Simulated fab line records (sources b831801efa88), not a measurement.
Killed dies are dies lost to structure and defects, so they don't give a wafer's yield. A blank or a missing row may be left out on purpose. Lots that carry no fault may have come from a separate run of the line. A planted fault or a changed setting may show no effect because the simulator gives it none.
The tool behind it: which one? + flow sky130 + 39 wafers from 13 lots sampled at 3 of the route's 708 steps

WHAT THE GAUGES SHOWED, per wafer
SKY_VT_ADJUST_PCH_OVL_MEAS_07. Usual: VT_ADJUST_PCH_OVL -0.2 nm, standard deviation 1.4.
| lot  | measured     | on         | VT_ADJUST_PCH_OVL (nm) | flag |
|------|--------------|------------|------------------------|------|
| L986 | day 11 00:31 | overlay-01 | 0.8 1.0 0.1            |      |
| L987 | day 11 07:16 | overlay-01 | -0.2 1.2 -1.6          |      |
| L988 | day 11 16:10 | overlay-01 | -1.5 -0.5 0.3          |      |
| L994 | day 13 12:58 | overlay-01 | -3.5 -1.4 -2.3         |      |
| L995 | day 13 20:43 | overlay-02 | -0.3 -0.9 -1.6         |      |
| L997 | day 14 10:58 | overlay-01 | 0.3 0.7 -0.4           |      |
| L998 | day 14 20:43 | overlay-02 | 0.0 -0.5 0.7           |      |
| L999 | day 15 02:31 | overlay-01 | -2.0 -0.3 -0.9         |      |
| L100 | day 15 10:26 | overlay-02 | 1.2 1.0 0.0            |      |
| L101 | day 15 19:45 | overlay-01 | -1.2 -1.6 1.8          |      |
| L102 | day 16 03:56 | overlay-02 | 1.6 0.6 -0.3           |      |
| L106 | day 17 09:03 | overlay-01 | 0.9 1.7 0.2            |      |
| L107 | day 17 18:38 | overlay-02 | 0.0 1.4 -0.4           |      |

WHAT TOOL EACH LOT RAN ON (gives the tool, then ch and the chambers of the sampled wafers, and finally the start)
| lot  | SKY_VT_ADJUST_LVTN_STRIP_20          | SKY_VT_ADJUST_NCORE_STRIP_10         |
|------|--------------------------------------|--------------------------------------|
| L986 | plasma asher-02 ch 0,1, day 8 07:40  | plasma asher-04 ch 0,1, day 9 04:49  |
| L987 | plasma asher-03 ch 0,1, day 8 14:07  | plasma asher-03 ch 0,1, day 9 12:08  |
| L988 | plasma asher-03 ch 0,1, day 8 21:46  | plasma asher-04 ch 0,1, day 9 19:17  |
| L994 | plasma asher-02 ch 0,1, day 10 13:55 | plasma asher-04 ch 0,1, day 11 12:08 |
| L995 | plasma asher-01 ch 0,1, day 10 18:58 | plasma asher-01 ch 0,1, day 11 18:08 |
| L997 | plasma asher-02 ch 0,1, day 11 07:55 | plasma asher-04 ch 0,1, day 12 08:25 |
| L998 | plasma asher-03 ch 0,1, day 11 16:25 | plasma asher-03 ch 0,1, day 12 16:53 |
| L999 | plasma asher-03 ch 0,1, day 11 21:22 | plasma asher-01 ch 0,1, day 12 22:08 |
| L100 | plasma asher-01 ch 0,1, day 12 05:06 | plasma asher-01 ch 0,1, day 13 06:22 |
| L101 | plasma asher-01 ch 0,1, day 12 13:24 | plasma asher-03 ch 0,1, day 13 14:25 |
| L102 | plasma asher-02 ch 0,1, day 12 20:19 | plasma asher-01 ch 0,1, day 13 22:07 |
| L106 | plasma asher-03 ch 0,1, day 13 21:41 | plasma asher-03 ch 0,1, day 15 00:34 |
| L107 | plasma asher-02 ch 0,1, day 14 06:16 | plasma asher-01 ch 0,1, day 15 09:02 |
- SKY_VT_ADJUST_LVTN_STRIP_20: strips in O2/N2.
- SKY_VT_ADJUST_NCORE_STRIP_10: strips in O2/N2.

WHAT THE TOOLS THEMSELVES READ (means of the sampled wafers that have a number; where no wafer has one, the mark that the record gives instead)
SKY_VT_ADJUST_LVTN_STRIP_20. Usual: drypump motor current A 5.83 A, standard deviation 0.17; oes product au 0.716 a.u., standard deviation 0.0043; strip time to endpoint s 14.17 s, standard deviation 0.037.
| lot  | tool            | drypump motor current A (A) | oes product au (a.u.) | strip time to endpoint s (s) | flag |
|------|-----------------|-----------------------------|-----------------------|------------------------------|------|
| L986 | plasma asher-02 | 5.70                        | 0.715                 | 14.15                        |      |
| L987 | plasma asher-03 | 5.77                        | 0.717                 | 14.19                        |      |
| L988 | plasma asher-03 | 5.85                        | 0.713                 | 14.12                        |      |
| L994 | plasma asher-02 | 5.83                        | 0.718                 | 14.23                        |      |
| L995 | plasma asher-01 | 5.93                        | 0.716                 | 14.18                        |      |
| L997 | plasma asher-02 | 5.84                        | 0.712                 | 14.13                        |      |
| L998 | plasma asher-03 | 5.75                        | 0.716                 | 14.18                        |      |
| L999 | plasma asher-03 | 5.86                        | 0.718                 | 14.16                        |      |
| L100 | plasma asher-01 | 5.91                        | 0.717                 | 14.13                        |      |
| L101 | plasma asher-01 | 5.92                        | 0.718                 | 14.16                        |      |
| L102 | plasma asher-02 | 5.70                        | 0.716                 | 14.13                        |      |
| L106 | plasma asher-03 | 5.85                        | 0.715                 | 14.19                        |      |
| L107 | plasma asher-02 | 5.73                        | 0.715                 | 14.12                        |      |

SKY_VT_ADJUST_NCORE_STRIP_10. Usual: drypump motor current A 5.7 A, standard deviation 0.37; oes product au 0.716 a.u., standard deviation 0.0047; strip time to endpoint s 14.18 s, standard deviation 0.043.
| lot  | tool            | drypump motor current A (A) | oes product au (a.u.) | strip time to endpoint s (s) | flag |
|------|-----------------|-----------------------------|-----------------------|------------------------------|------|
| L986 | plasma asher-04 | 5.5                         | 0.720                 | 14.21                        |      |
| L987 | plasma asher-03 | 5.9                         | 0.715                 | 14.21                        |      |
| L988 | plasma asher-04 | 5.2                         | 0.719                 | 14.17                        |      |
| L994 | plasma asher-04 | 5.1                         | 0.720                 | 14.19                        |      |
| L995 | plasma asher-01 | 5.9                         | 0.716                 | 14.12                        |      |
| L997 | plasma asher-04 | 5.2                         | 0.714                 | 14.14                        |      |
| L998 | plasma asher-03 | 5.7                         | 0.715                 | 14.22                        |      |
| L999 | plasma asher-01 | 5.9                         | 0.718                 | 14.14                        |      |
| L100 | plasma asher-01 | 5.9                         | 0.717                 | 14.20                        |      |
| L101 | plasma asher-03 | 5.9                         | 0.713                 | 14.19                        |      |
| L102 | plasma asher-01 | 5.9                         | 0.717                 | 14.23                        |      |
| L106 | plasma asher-03 | 5.9                         | 0.715                 | 14.25                        |      |
| L107 | plasma asher-01 | 5.9                         | 0.721                 | 14.20                        |      |

THE ANSWER, worked out from the rows above alone
Rule: a lot counts as off when the mean over its wafers that have a number is more than 3 standard deviations away from the usual mean. A lot without any number at a reading at which 4 lots or more have one is off too. The other lots that the step has rows for count as sound. After the gauges, taken in route order, come the tools' own readings; for these a lot's mean is taken, as printed above. At the first step where some lot is off, the reading lying furthest off is the one used; lots without a number count as furthest.
No lot is off at any reading shown: from this, nothing can be told.

WHAT THE SIMULATOR HAD PUT IN
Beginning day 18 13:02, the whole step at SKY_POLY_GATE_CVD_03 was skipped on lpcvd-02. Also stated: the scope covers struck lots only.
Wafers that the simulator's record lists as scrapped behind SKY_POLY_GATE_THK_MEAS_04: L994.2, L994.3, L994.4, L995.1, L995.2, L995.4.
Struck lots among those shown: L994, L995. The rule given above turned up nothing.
